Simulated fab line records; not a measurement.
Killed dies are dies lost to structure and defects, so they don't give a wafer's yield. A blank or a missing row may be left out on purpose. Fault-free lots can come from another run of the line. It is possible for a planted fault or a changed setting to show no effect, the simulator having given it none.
The tool behind it: which one? | flow sky130 | 12 lots, 36 wafers sampled, at 3 steps of a route of 708

== WHAT EACH GAUGE READ, for each wafer ==
SKY_PASSIVATION_THK_MEAS_01.
lot  | measured     | on           | PASSIVATION_CVD_00_THK (nm)
L695 | day 44 17:18 | filmMetro-04 | 92.5 90.6 89.6
L694 | day 44 19:22 | filmMetro-03 | 89.5 89.8 92.0
L696 | day 44 21:21 | filmMetro-04 | 88.9 91.6 90.2
L697 | day 45 02:13 | filmMetro-01 | 90.1 90.4 91.0
L698 | day 45 07:03 | filmMetro-01 | 88.4 89.8 91.3
L702 | day 46 08:49 | filmMetro-03 | 89.6 89.4 91.3
L704 | day 47 00:09 | filmMetro-03 | 92.3 90.4 90.2
L705 | day 47 01:46 | filmMetro-01 | 91.7 92.6 91.3
L707 | day 47 10:13 | filmMetro-03 | 91.4 92.9 93.1
L709 | day 48 00:22 | filmMetro-01 | 89.4 90.3 91.3
L710 | day 48 01:28 | filmMetro-01 | 90.0 91.4 90.7
L711 | day 48 12:29 | filmMetro-01 | 87.7 91.3 88.6

== EACH LOT AND THE TOOL THAT RAN IT (in order: tool; ch and the chambers of the sampled wafers; start) ==
lot  | SKY_METAL2_CLEAN_22            | SKY_METAL5_STRIP_16
L695 | wetBench-03 ch 1, day 36 04:10 | plasmaAsher-01 ch 0,1, day 44 16:41
L694 | wetBench-04 ch 2, day 36 05:53 | plasmaAsher-02 ch 0,1, day 44 18:44
L696 | wetBench-03 ch 0, day 36 09:26 | plasmaAsher-04 ch 0,1, day 44 20:45
L697 | wetBench-04 ch 2, day 36 14:20 | plasmaAsher-01 ch 0, day 45 01:33
L698 | wetBench-04 ch 1, day 36 20:11 | plasmaAsher-02 ch 0,1, day 45 06:27
L702 | wetBench-04 ch 0, day 38 01:53 | plasmaAsher-02 ch 0,1, day 46 08:12
L704 | wetBench-03 ch 1, day 38 20:13 | plasmaAsher-01 ch 0,1, day 46 23:26
L705 | wetBench-03 ch 3, day 38 22:02 | plasmaAsher-04 ch 0,1, day 47 01:09
L707 | wetBench-04 ch 2, day 39 09:08 | plasmaAsher-02 ch 0,1, day 47 09:34
L709 | wetBench-01 ch 0, day 40 02:55 | plasmaAsher-02 ch 0,1, day 47 23:45
L710 | wetBench-04 ch 2, day 40 03:40 | plasmaAsher-04 ch 0,1, day 48 00:51
L711 | wetBench-04 ch 2, day 40 18:05 | plasmaAsher-02 ch 0,1, day 48 11:22
- SKY_METAL2_CLEAN_22: cleans in IPA, time 180 s.
- SKY_METAL5_STRIP_16: strips in O2/N2.

== AS READ BY THE TOOLS THEMSELVES (means over the sampled wafers that have a number; for cases with no such wafer, the mark the record gives instead) ==
SKY_METAL5_STRIP_16.
lot  | tool           | drypumpMotorCurrentA (A) | oesProductAu (a.u.) | stripTimeToEndpointS (s)
L695 | plasmaAsher-01 | 6.0                      | 0.707               | 12.89
L694 | plasmaAsher-02 | 5.4                      | 0.712               | 12.78
L696 | plasmaAsher-04 | 5.7                      | 0.708               | 13.11
L697 | plasmaAsher-01 | 5.6                      | 0.708               | 12.90
L698 | plasmaAsher-02 | 5.3                      | 0.709               | 12.98
L702 | plasmaAsher-02 | 5.7                      | 0.708               | 13.10
L704 | plasmaAsher-01 | 6.3                      | 0.709               | 13.26
L705 | plasmaAsher-04 | 5.7                      | 0.712               | 13.19
L707 | plasmaAsher-02 | 5.3                      | 0.713               | 12.91
L709 | plasmaAsher-02 | 5.7                      | 0.709               | 13.17
L710 | plasmaAsher-04 | 5.7                      | 0.712               | 12.93
L711 | plasmaAsher-02 | 5.3                      | 0.705               | 13.23

== THE ANSWER, worked out from the rows above alone ==
Rule: the usual values come from the lots themselves. Put in order of their means at a reading, lots are off if they are a third of the lots or fewer, leave a main group of 4 or more, and stand apart from it by a gap of 3 or more times the standard deviation of the main group's means; of several such gaps the widest counts. If all means in a main group match to the digits the tables above print for the reading, that group is not used. A lot without any number at a reading at which 4 lots or more have one is off too. All remaining lots with rows at the step are treated as sound. After the gauges, taken in route order, come the tools' own readings; for these a lot's mean is taken, as printed above. The first step at which some lot is off is used, and at that step the reading that is off furthest; a lot without a number counts as furthest.
Nothing can be told from this: no lot is off at any reading shown.

== WHAT WAS PUT IN BY THE SIMULATOR ==
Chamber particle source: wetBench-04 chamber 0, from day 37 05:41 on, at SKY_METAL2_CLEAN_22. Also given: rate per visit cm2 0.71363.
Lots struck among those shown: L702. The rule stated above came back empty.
